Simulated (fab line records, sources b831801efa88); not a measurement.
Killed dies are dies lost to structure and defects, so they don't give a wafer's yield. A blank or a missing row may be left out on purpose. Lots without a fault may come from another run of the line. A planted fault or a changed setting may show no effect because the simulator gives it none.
fab line records | flow sky130 | part 1 of 2: steps 1 to 26 of 35
record lots=5 wafers=15 last_day=50
route steps=708 shown LI_CONTACT@374 LOCAL_INTERCONNECT@387 CONTACT@406
lots that met no fault: from a run of the same line without faults
start_h: hours from the record's first day to the start of the lot's first wafer shown | wait_h: hours since the lot's step before | " the same as in the row above | L1.1+2: a row that stands for several wafers | - no value, or no start given | * or withheld: withheld | < > ~ a bound
route shown NAME@n: a module of which the file shows steps, and the number in the route of the first | usual: mean/standard deviation of fault-free wafers | same: alike in all rows | chamber/n: place in a boat | sites: the reading at each site | _std_site: their standard deviation | _edge_site: outer sites' mean less inner sites' | radius_mm: how far each site lies from the wafer's centre | mask NAME#n: copy n | behind: the tool/chamber that last shaped the wafer | hold: why the lot was held/for how many hours/how that ended | device: the transistor (n, p or np) that didn't switch | end of line: the same wafers' tests at the end of the route | a step without rows: its recipe alone | killed: dies lost to structure and defects at the first sort, not the wafer's yield | map: a wafer's dies, x killed, . not, _ none there
set.NAME: the setting as run; set.NAME@STEP: as run at that earlier step | model.NAME: the simulator's own value behind a step, which no gauge read
lots at some steps of the route; a table a step, a row a wafer
services: from which hour (start_h, from the record's first day; less than 0 if before it) a tool's chamber was out of use, for how many hours, and why
## steps
# step SKY_LI_CONTACT_CD_MEAS_12
# recipe target_cd_nm=170
# usual cd_nm=170.2/1.4
# columns lot.wafer tool chamber start_h wait_h cd_nm
L086.2 cd_sem-02 - 798.11 - 170.6
L086.4 " - " " 170.3
L086.6 " - " " 171.4
L091.1 cd_sem-02 - 829.82 - 168.9
L091.4 " - " " 169.9
L091.6 " - " " 170.0
L093.1 cd_sem-02 - 841.38 - 170.3
L093.2 " - " " 171.2
L093.5 " - " " 171.0
L096.1 cd_sem-01 - 846.12 - 168.5
L096.2 " - " " 171.1
L096.3 " - " " 169.0
L095.1 cd_sem-01 - 848.04 - 173.3
L095.4 " - " " 172.2
L095.6 " - " " 171.7
# step SKY_LI_CONTACT_OVL_MEAS_13
# usual LI_CONTACT_OVL=3/5.5
# columns lot.wafer tool chamber start_h wait_h LI_CONTACT_OVL[nm]
L086.2 overlay-02 - 798.22 0.1 0
L086.4 " - " " 3
L086.6 " - " " 7
L091.1 overlay-02 - 829.94 0.1 7
L091.4 " - " " 7
L091.6 " - " " 1
L093.1 overlay-02 - 841.50 0.1 6
L093.2 " - " " 4
L093.5 " - " " 4
L096.1 overlay-02 - 846.24 0.1 13
L096.2 " - " " 13
L096.3 " - " " 5
L095.1 overlay-01 - 848.16 0.1 -1
L095.4 " - " " 1
L095.6 " - " " 1
# step SKY_LI_CONTACT_ETCH_14
# recipe chemistry=N2/H2 target=BARC ion_energy_ev=200 source_w=500 bias_w=100 pressure_mtorr=30 n2_flow_sccm=100 h2_flow_sccm=200 stop_on=SiO2 time_s=45.9 target_depth_a=600
# usual bias_w=100.00/0.25 drypump_motor_current_A=5.7/0.41 oes_product_au=0.854/0.005 throttle_valve_pct=13.224/0.0085
# columns lot.wafer tool chamber start_h wait_h bias_w drypump_motor_current_A oes_product_au rf_hours_counter_h throttle_valve_pct
L086.2 rie_diel-04 2 798.25 0.0 100.21 5.4 0.859 6 13.232
L086.4 " 1 " " 99.95 5.6 0.846 5 13.220
L086.6 " 0 " " 100.26 6.5 0.867 - 13.220
L091.1 rie_diel-01 1 829.97 0.0 100.08 6.3 0.848 4 13.236
L091.4 " 2 " " 100.09 5.8 0.849 12 13.223
L091.6 " 0 " " 100.45 5.4 0.857 - 13.235
L093.1 rie_diel-04 3 841.54 0.0 100.15 5.7 0.860 9 13.233
L093.2 " 2 " " 100.23 5.4 0.851 7 13.225
L093.5 " 0 " " 100.13 6.5 0.844 - 13.209
L096.1 rie_diel-04 0 846.28 0.0 100.19 6.5 0.847 18 13.237
L096.2 " 3 " " 99.87 5.6 0.853 9 13.212
L096.3 " 2 " " 100.11 5.3 0.847 7 13.219
L095.1 rie_diel-04 1 848.20 0.0 100.20 5.6 0.853 6 13.221
L095.4 " 3 " " 100.07 5.6 0.848 9 13.224
L095.6 " 3 " " 100.13 5.7 0.855 - 13.233
# step SKY_LI_CONTACT_ETCH_15
# recipe target=PSG chemistry=C4F8/O2/Ar stop_on=Si taper_deg=4.15 mask_material=KrF-thick source_w=1500 bias_w=1200 pressure_mtorr=40 c4f8_flow_sccm=withheld O2_flow_sccm=6 Ar_flow_sccm=300 time_s=withheld target_depth_a=6000
# usual bias_w=1200/3.5 oes_product_au=0.838/0.0044
# columns lot.wafer tool chamber start_h wait_h bias_w oes_product_au
L086.2 rie_diel-04 2 798.29 0.0 1209 0.839
L086.4 " 1 " " 1203 0.834
L086.6 " 0 " " 1200 0.831
L091.1 rie_diel-01 1 830.02 0.0 1201 0.845
L091.4 " 2 " " 1197 0.830
L091.6 " 0 " " 1206 0.835
L093.1 rie_diel-04 3 841.58 0.0 1197 0.829
L093.2 " 2 " " 1199 0.835
L093.5 " 0 " " 1205 0.837
L096.1 rie_diel-04 0 846.32 0.0 1195 0.837
L096.2 " 3 " " 1195 0.833
L096.3 " 2 " " 1204 0.842
L095.1 rie_diel-04 1 848.24 0.0 1195 0.835
L095.4 " 3 " " 1205 0.834
L095.6 " 3 " " 1201 0.844
# step SKY_LI_CONTACT_STRIP_16
# recipe chemistry=O2/N2 power_w=1400 pressure_mtorr=1500 platen_temp_c=withheld o2_flow_sccm=3000 n2_flow_sccm=300 overash_fraction=0.5
# usual drypump_motor_current_A=5.6/0.43 oes_product_au=0.375/0.0044 strip_time_to_endpoint_s=3.504/0.022
# columns lot.wafer tool chamber start_h wait_h drypump_motor_current_A oes_product_au rf_hours_counter_h strip_time_to_endpoint_s
L086.2 plasma_asher-04 1 798.38 - 5.2 0.378 5 3.459
L086.4 " 1 " " 5.2 0.377 - 3.469
L086.6 " 1 " " 5.2 0.378 - 3.468
L091.1 plasma_asher-03 0 830.10 - 5.2 0.373 39 3.472
L091.4 " 0 " " 5.2 0.385 - 3.491
L091.6 " 1 " " 6.2 0.370 - 3.493
L093.1 plasma_asher-02 0 841.66 - 6.1 0.372 101 3.504
L093.2 " 1 " " 5.2 0.372 101 3.510
L093.5 " 1 " " 5.2 0.377 - 3.487
L096.1 plasma_asher-02 1 846.40 - 5.2 0.385 101 3.515
L096.2 " 0 " " 6.1 0.373 101 3.487
L096.3 " 1 " " 5.2 0.367 - 3.486
L095.1 plasma_asher-04 0 848.33 - 5.7 0.376 11 3.509
L095.4 " 0 " " 5.7 0.367 - 3.473
L095.6 " 1 " " 5.2 0.379 - 3.502
# step SKY_LI_CONTACT_CLEAN_17
# recipe chemistry=NMP time_s=600 temp_c=60 dry=n2_spin
# usual bath_guard_temp_C=59.7/0.53
# columns lot.wafer tool chamber start_h wait_h bath_guard_temp_C
L086.2 wet_bench-03 1 798.48 0.1 59.2
L086.4 " 1 " " 58.8
L086.6 " 1 " " 59.2
L091.1 wet_bench-02 1 830.20 0.1 59.4
L091.4 " 1 " " 59.8
L091.6 " 1 " " 59.6
L093.1 wet_bench-01 1 841.76 0.1 59.6
L093.2 " 1 " " 59.9
L093.5 " 1 " " 60.0
L096.1 wet_bench-03 1 846.50 0.1 58.9
L096.2 " 1 " " 58.9
L096.3 " 1 " " 59.0
L095.1 wet_bench-01 1 848.43 0.1 59.9
L095.4 " 1 " " 60.1
L095.6 " 1 " " 60.0
# step SKY_LI_CONTACT_PRE_CLEAN_18
# recipe gas=Ar time_s=5.6 bias_v=358
# columns lot.wafer tool chamber start_h wait_h
L086.2+4+6 pvd_sputter-04 - 798.67 0.0
L091.1+4+6 pvd_sputter-03 - 830.38 0.0
L093.1+2+5 pvd_sputter-04 - 841.94 0.0
L096.1+2+3 pvd_sputter-03 - 846.69 0.0
L095.1+4+6 pvd_sputter-04 - 848.60 0.0
# step SKY_LI_CONTACT_SPUTTER_19
# recipe material=Ti target_thk_nm=20 chamber_pressure_pa=5 power_w=2500 substrate_temp_c=200 time_s=106.37
# usual throttle_valve_pct=30.1/0.94
# columns lot.wafer tool chamber start_h wait_h throttle_valve_pct
L086.2 pvd_sputter-04 - 798.69 0.0 31.0
L086.4 " - " " 31.0
L086.6 " - " " 30.7
L091.1 pvd_sputter-03 - 830.40 0.0 29.1
L091.4 " - " " 28.4
L091.6 " - " " 31.4
L093.1 pvd_sputter-04 - 841.96 0.0 30.9
L093.2 " - " " 30.3
L093.5 " - " " 30.7
L096.1 pvd_sputter-03 - 846.71 0.0 28.4
L096.2 " - " " 31.2
L096.3 " - " " 28.9
L095.1 pvd_sputter-04 - 848.62 0.0 30.9
L095.4 " - " " 30.5
L095.6 " - " " 30.3
# step SKY_LI_CONTACT_SPUTTER_20
# recipe material=TiN target_thk_nm=20 chamber_pressure_pa=5 power_w=4000 time_s=80
# usual throttle_valve_pct=30.1/0.92
# columns lot.wafer tool chamber start_h wait_h throttle_valve_pct
L086.2 pvd_sputter-04 - 798.76 0.0 31.1
L086.4 " - " " 31.0
L086.6 " - " " 30.8
L091.1 pvd_sputter-03 - 830.47 0.0 29.1
L091.4 " - " " 28.6
L091.6 " - " " 31.2
L093.1 pvd_sputter-04 - 842.04 0.0 31.2
L093.2 " - " " 30.2
L093.5 " - " " 30.6
L096.1 pvd_sputter-03 - 846.79 0.0 28.9
L096.2 " - " " 31.2
L096.3 " - " " 28.9
L095.1 pvd_sputter-04 - 848.70 0.0 30.6
L095.4 " - " " 30.6
L095.6 " - " " 30.5
# step SKY_LI_CONTACT_CVD_21
# recipe material=W target_thk_nm=400 time_s=120.56 temp_c=400 pressure_torr=40
# usual heater_power_w=820/97 susceptor_temp_C=399.97/0.25
# columns lot.wafer tool chamber start_h wait_h heater_power_w susceptor_temp_C
L086.2 cvd_w-02 1 798.83 0.0 765 399.84
L086.4 " 1 " " 756 400.05
L086.6 " 1 " " 766 400.08
L091.1 cvd_w-02 0 830.53 0.0 788 399.84
L091.4 " 1 " " 762 400.37
L091.6 " 0 " " 775 399.57
L093.1 cvd_w-01 0 842.10 0.0 781 399.87
L093.2 " 1 " " 1004 399.31
L093.5 " 1 " " 988 399.80
L096.1 cvd_w-02 0 846.85 0.0 765 399.81
L096.2 " 1 " " 784 400.51
L096.3 " 1 " " 754 400.41
L095.1 cvd_w-01 1 848.76 0.0 950 399.74
L095.4 " 0 " " 762 400.55
L095.6 " 0 " " 782 400.37
# step SKY_LI_CONTACT_RS_MEAS_22
# recipe thk_meas_gauge=four-point-probe reads=W_of_LI_CONTACT_CVD_21+TiN_of_LI_CONTACT_SPUTTER_20+Ti_of_LI_CONTACT_SPUTTER_19
# usual LI_CONTACT_W_RS=0.283/0.0038
# columns lot.wafer tool chamber start_h wait_h LI_CONTACT_W_RS[ohm/sq]
L086.2 film_metro-02 - 798.97 0.1 0.280
L086.4 " - " " 0.281
L086.6 " - " " 0.282
L091.1 film_metro-01 - 830.66 0.1 0.288
L091.4 " - " " 0.285
L091.6 " - " " 0.287
L093.1 film_metro-03 - 842.22 0.1 0.284
L093.2 " - " " 0.286
L093.5 " - " " 0.286
L096.1 film_metro-02 - 846.98 0.1 0.291
L096.2 " - " " 0.284
L096.3 " - " " 0.281
L095.1 film_metro-01 - 848.89 0.1 0.278
L095.4 " - " " 0.277
L095.6 " - " " 0.277
# step SKY_LI_CONTACT_THK_MEAS_23
# recipe thk_meas_gauge=xrf reads=W_of_LI_CONTACT_CVD_21
# usual LI_CONTACT_W_THK=404/6.1
# columns lot.wafer tool chamber start_h wait_h LI_CONTACT_W_THK[nm]
L086.2 film_metro-02 - 799.08 0.1 414
L086.4 " - " " 407
L086.6 " - " " 410
L091.1 film_metro-01 - 830.78 0.1 396
L091.4 " - " " 400
L091.6 " - " " 399
L093.1 film_metro-03 - 842.34 0.1 399
L093.2 " - " " 399
L093.5 " - " " 397
L096.1 film_metro-02 - 847.10 0.1 393
L096.2 " - " " 406
L096.3 " - " " 407
L095.1 film_metro-01 - 849.01 0.1 410
L095.4 " - " " 411
L095.6 " - " " 410
# step SKY_LI_CONTACT_CMP_24
# recipe stop_on=PSG t_overpolish_s=20 down_force_psi=3.5 platen_rpm=60 target_thk_nm=0 pad_velocity_m_s=0.94248
# usual motor_current_A=11.3/1.1 overpolish_run_s=20.000/0.0095 retaining_ring_pressure_frac=1.000/0.005 time_to_endpoint_s=96.3/3
# columns lot.wafer tool chamber start_h wait_h motor_current_A overpolish_run_s retaining_ring_pressure_frac time_to_endpoint_s
L086.4 cmp-01 3 799.13 0.0 10.8 19.999 0.996 94.4
L086.2 " 0 " " 10.6 20.005 1.003 98.9
L086.6 " 3 " " 11.8 19.992 1.002 94.0
L091.4 cmp-02 3 830.84 0.0 11.6 20.018 0.994 92.1
L091.1 " 0 " " 12.5 19.986 1.001 97.2
L091.6 " 3 " " 11.1 20.002 0.999 93.8
L093.1 cmp-02 0 842.40 0.1 12.0 20.004 1.001 98.1
L093.2 " 3 " " 11.3 20.003 0.996 98.5
L093.5 " 1 " " 9.1 19.996 0.994 93.7
L096.3 cmp-01 0 847.16 0.0 10.9 20.010 1.002 103.1
L096.2 " 2 " " 11.9 20.015 1.008 99.6
L096.1 " 3 " " 11.8 19.983 0.994 91.2
L095.4 cmp-01 0 849.12 0.1 11.3 20.017 1.000 99.7
L095.1 " 2 " " 11.1 20.022 1.002 95.3
L095.6 " 3 " " 11.6 20.002 1.006 99.3
# step SKY_LOCAL_INTERCONNECT_SPUTTER_00
# recipe material=TiN target_thk_nm=100 temp_c=300 power_w=6722 time_s=83.3 chamber_pressure_pa=0.4
# usual susceptor_temp_C=300.04/0.2 throttle_valve_pct=30.2/0.76
# columns lot.wafer tool chamber start_h wait_h susceptor_temp_C throttle_valve_pct
L086.2 pvd_sputter-01 - 799.43 0.2 300.33 29.5
L086.4 " - " " 299.86 29.9
L086.6 " - " " 300.05 29.0
L091.1 pvd_sputter-04 - 831.14 0.2 299.84 31.3
L091.4 " - " " 300.45 30.3
L091.6 " - " " 299.93 30.6
L093.1 pvd_sputter-02 - 842.70 0.2 299.67 30.9
L093.2 " - " " 300.18 30.4
L093.5 " - " " 299.98 30.0
L096.1 pvd_sputter-01 - 847.46 0.1 299.86 30.7
L096.2 " - " " 300.04 29.9
L096.3 " - " " 300.28 29.9
L095.1 pvd_sputter-02 - 849.37 0.1 299.83 30.2
L095.4 " - " " 300.19 30.9
L095.6 " - " " 299.91 31.1
# step SKY_LOCAL_INTERCONNECT_RS_MEAS_01
# recipe thk_meas_gauge=four-point-probe reads=TiN_of_LOCAL_INTERCONNECT_SPUTTER_00
# usual LOCAL_INTERCONNECT_TIN_RS=13.70/0.14
# columns lot.wafer tool chamber start_h wait_h LOCAL_INTERCONNECT_TIN_RS[ohm/sq]
L086.2 film_metro-03 - 799.51 0.1 13.89
L086.4 " - " " 13.99
L086.6 " - " " 13.87
L091.1 film_metro-02 - 831.20 0.0 13.77
L091.4 " - " " 13.70
L091.6 " - " " 13.78
L093.1 film_metro-04 - 842.76 0.0 13.56
L093.2 " - " " 13.45
L093.5 " - " " 13.52
L096.1 film_metro-02 - 847.52 0.0 13.93
L096.2 " - " " 13.87
L096.3 " - " " 14.04
L095.1 film_metro-03 - 849.43 0.0 13.42
L095.4 " - " " 13.41
L095.6 " - " " 13.52
# step SKY_LOCAL_INTERCONNECT_THK_MEAS_02
# recipe thk_meas_gauge=xrf reads=TiN_of_LOCAL_INTERCONNECT_SPUTTER_00
# usual LOCAL_INTERCONNECT_TIN_THK=102.5/1.1
# columns lot.wafer tool chamber start_h wait_h LOCAL_INTERCONNECT_TIN_THK[nm]
L086.2 film_metro-03 - 799.62 0.1 102.3
L086.4 " - " " 100.6
L086.6 " - " " 102.4
L091.1 film_metro-02 - 831.32 0.1 101.6
L091.4 " - " " 102.8
L091.6 " - " " 101.5
L093.1 film_metro-04 - 842.88 0.1 103.8
L093.2 " - " " 104.5
L093.5 " - " " 103.9
L096.1 film_metro-02 - 847.64 0.1 100.5
L096.2 " - " " 100.6
L096.3 " - " " 99.9
L095.1 film_metro-03 - 849.55 0.1 104.5
L095.4 " - " " 104.7
L095.6 " - " " 103.7
# step SKY_LOCAL_INTERCONNECT_DEHYDRATE_03
# recipe temp_c=200 time_s=60
# columns lot.wafer tool chamber start_h wait_h
L086.2+4+6 litho_track-02 0 812.44 12.8
L091.1+4+6 litho_track-03 0 843.36 12.0
L093.1+2+5 litho_track-02 0 855.27 12.4
L096.1+2+3 litho_track-03 0 860.26 12.6
L095.1+4+6 litho_track-02 0 862.52 13.0
# step SKY_LOCAL_INTERCONNECT_HMDS_04
# recipe prime_time_s=60 prime_temp_c=120
# columns lot.wafer tool chamber start_h wait_h
L086.2+4+6 litho_track-02 0 812.59 0.1
L091.1+4+6 litho_track-03 0 843.51 0.1
L093.1+2+5 litho_track-02 0 855.42 0.1
L096.1+2+3 litho_track-03 0 860.41 0.1
L095.1+4+6 litho_track-02 0 862.67 0.1
# step SKY_LOCAL_INTERCONNECT_COAT_05
# recipe resist=BARC temp_c=withheld time_s=withheld spin_rpm=3000 resist_thk_nm=60
# columns lot.wafer tool chamber start_h wait_h
L086.2+4+6 litho_track-02 0 812.74 0.1
L091.1+4+6 litho_track-03 0 843.66 0.1
L093.1+2+5 litho_track-02 0 855.57 0.1
L096.1+2+3 litho_track-03 0 860.56 0.1
L095.1+4+6 litho_track-02 0 862.82 0.1
# step SKY_LOCAL_INTERCONNECT_COAT_06
# recipe resist=KrF-thick spin_rpm=3000 resist_thk_nm=450
# columns lot.wafer tool chamber start_h wait_h
L086.2+4+6 litho_track-02 0 - -
L091.1+4+6 litho_track-03 0 - -
L093.1+2+5 litho_track-02 0 - -
L096.1+2+3 litho_track-03 0 - -
L095.1+4+6 litho_track-02 0 - -
# step SKY_LOCAL_INTERCONNECT_SOFTBAKE_07
# recipe temp_c=100 time_s=90 resist=KrF-thick
# columns lot.wafer tool chamber start_h wait_h
L086.2+4+6 litho_track-02 0 - -
L091.1+4+6 litho_track-03 0 - -
L093.1+2+5 litho_track-02 0 - -
L096.1+2+3 litho_track-03 0 - -
L095.1+4+6 litho_track-02 0 - -
# step SKY_LOCAL_INTERCONNECT_EXPOSE_08
# recipe mask_id=LI1M na=0.8 source_shape=annular sigma_inner=0.55 sigma_outer=0.85 target_cd_nm=170 dose_mj=28
# same na=0.8
# columns lot.wafer tool chamber start_h wait_h mask
L086.2+4+6 krf_scanner-02 0 - - LI1M#0
L091.1+4+6 krf_scanner-01 0 - - LI1M#0
L093.1+2+5 krf_scanner-01 0 - - LI1M#0
L096.1+2+3 krf_scanner-01 0 - - LI1M#0
L095.1+4+6 krf_scanner-02 0 - - LI1M#0
# step SKY_LOCAL_INTERCONNECT_PEB_09
# recipe peb_temp_c=withheld peb_time_s=withheld resist=KrF-thick
# columns lot.wafer tool chamber start_h wait_h
L086.2+4+6 litho_track-03 0 - -
L091.1+4+6 litho_track-03 0 - -
L093.1+2+5 litho_track-03 0 - -
L096.1+2+3 litho_track-02 0 - -
L095.1+4+6 litho_track-03 0 - -
# step SKY_LOCAL_INTERCONNECT_DEVELOP_10
# recipe develop_time_s=60 resist=KrF-thick dev_temp_c=21
# columns lot.wafer tool chamber start_h wait_h
L086.2+4+6 litho_track-03 0 - -
L091.1+4+6 litho_track-03 0 - -
L093.1+2+5 litho_track-03 0 - -
L096.1+2+3 litho_track-02 0 - -
L095.1+4+6 litho_track-03 0 - -
# step SKY_LOCAL_INTERCONNECT_CD_MEAS_11
# recipe target_cd_nm=170
# usual cd_nm=170.0/1.2
# columns lot.wafer tool chamber start_h wait_h cd_nm
L086.2 cd_sem-02 - 825.98 - 171.6
L086.4 " - " " 170.4
L086.6 " - " " 170.3
L091.1 cd_sem-01 - 857.46 - 170.8
L091.4 " - " " 170.0
L091.6 " - " " 172.3
L093.1 cd_sem-01 - 869.86 - 170.1
L093.2 " - " " 171.3
L093.5 " - " " 169.7
L096.1 cd_sem-01 - 874.37 - 171.9
L096.2 " - " " 172.7
L096.3 " - " " 173.0
L095.1 cd_sem-01 - 876.11 - 171.0
L095.4 " - " " 168.8
L095.6 " - " " 168.5
# step SKY_LOCAL_INTERCONNECT_OVL_MEAS_12
# usual LOCAL_INTERCONNECT_OVL=0/4.6
# columns lot.wafer tool chamber start_h wait_h LOCAL_INTERCONNECT_OVL[nm]
L086.2 overlay-01 - 826.08 0.1 4
L086.4 " - " " 3
L086.6 " - " " 7
L091.1 overlay-02 - 857.58 0.1 9
L091.4 " - " " 7
L091.6 " - " " 5
L093.1 overlay-02 - 869.98 0.1 -7
L093.2 " - " " -6
L093.5 " - " " -6
L096.1 overlay-02 - 874.49 0.1 -5
L096.2 " - " " -2
L096.3 " - " " -2
L095.1 overlay-02 - 876.23 0.1 9
L095.4 " - " " 3
L095.6 " - " " 6
